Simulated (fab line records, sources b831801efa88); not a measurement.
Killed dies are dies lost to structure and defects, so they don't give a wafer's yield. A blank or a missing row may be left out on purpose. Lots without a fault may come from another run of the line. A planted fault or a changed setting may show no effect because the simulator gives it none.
One fault seen from 2 desks | flow sky130 | each desk has only its own numbers; what lay behind them comes last

THE TOOL OWNER'S DESK: pvd_sputter-01
The tool's own readings at SKY_METAL2_SPUTTER_02 (material AlCu, target thk 250 nm, time 13.3 s): means of the sampled wafers that have a number, for each lot that ran on this tool. A lot is out of limits, marked OUT, if its mean lies more than 4 standard deviations from the usual mean; the brackets give that distance.
Columns: A = cathode_dc_power_W at SKY_METAL2_SPUTTER_02, usual 10600 W; B = throttle_valve_pct at SKY_METAL2_SPUTTER_02, usual 29.9 %
lot  | first seen here | A     | B
L350 | day 34 07:14    | 10600 | 29.3
L358 | day 36 17:28    | 10600 | 29.1
L359 | day 37 04:51    | 10598 | 29.4
L360 | day 37 13:59    | 10598 | 29.6
L372 | day 40 16:51    | 10601 | 29.5
This desk's finding: nothing out of limits on any of the 5 lots.

THE METROLOGY DESK
What the gauges read, lot by lot, whatever tool the lot ran on: means of the sampled wafers that have a number. A lot is out of limits, marked OUT, if its mean lies more than 4 standard deviations from the usual mean; the brackets give that distance.
Columns: A = cd_nm at SKY_LOCAL_INTERCONNECT_CD_MEAS_11, usual 169.7 nm; B = METAL1_OVL at SKY_METAL1_OVL_MEAS_16, usual -1 nm; C = METAL2_ALCU_RS at SKY_METAL2_RS_MEAS_05, usual 0.1272 ohm/sq; D = METAL2_ALCU_THK at SKY_METAL2_THK_MEAS_06, usual 250.9 nm; E = VIA2_HDPCVD_THK at SKY_VIA2_THK_MEAS_01, usual 1182 nm
lot  | first seen here | A     | B  | C                | D               | E
L349 | day 30 06:51    | 169.2 | -1 | 0.1274           | 251.3           | 1184
L350 | day 30 15:10    | 167.5 | 8  | 0.1277           | 252.6           | 1200
L358 | day 33 04:30    | 169.0 | 2  | 0.1411 (+13) OUT | 227.8 (-10) OUT | 1186
L359 | day 33 15:42    | 169.2 | -4 | 0.1427 (+14) OUT | 227.4 (-11) OUT | 1182
L360 | day 34 00:05    | 167.9 | 8  | 0.1402 (+12) OUT | 228.0 (-10) OUT | 1190
L362 | day 34 14:16    | 170.5 | -2 | 0.1295           | 246.6           | 1177
L364 | day 35 01:50    | 167.3 | -3 | 0.1269           | 252.8           | 1185
L365 | day 35 14:11    | 171.7 | -0 | 0.1279           | 248.8           | 1169
L367 | day 36 04:28    | 170.0 | 0  | 0.1265           | 252.8           | 1184
L369 | day 36 15:38    | 171.5 | -4 | 0.1268           | 249.6           | 1193
L372 | day 37 08:25    | 167.9 | -3 | 0.1278           | 251.4           | 1202
This desk's finding: out of limits on L358, L359, L360; first on L358, day 36 17:34 (METAL2_ALCU_RS at SKY_METAL2_RS_MEAS_05). In limits: L349, L350, L362, L364, L365, L367, L369, L372.

PUT TOGETHER
The metrology desk could have raised an alarm at day 36 17:34, on L358, L359, L360.
The tool owner's desk saw nothing out of limits.
The tool owner's desk has L358, L359, L360 on record, within its limits.
Of the lots named, all ran SKY_METAL2_SPUTTER_02 on pvd_sputter-01.

WHAT THE SIMULATOR HAD PUT IN
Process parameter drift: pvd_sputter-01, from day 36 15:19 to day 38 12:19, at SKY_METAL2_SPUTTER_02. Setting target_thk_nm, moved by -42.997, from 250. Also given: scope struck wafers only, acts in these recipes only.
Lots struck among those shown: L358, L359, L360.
Hours from the fault's start to each desk's first reading out of limits: the metrology desk, 2.
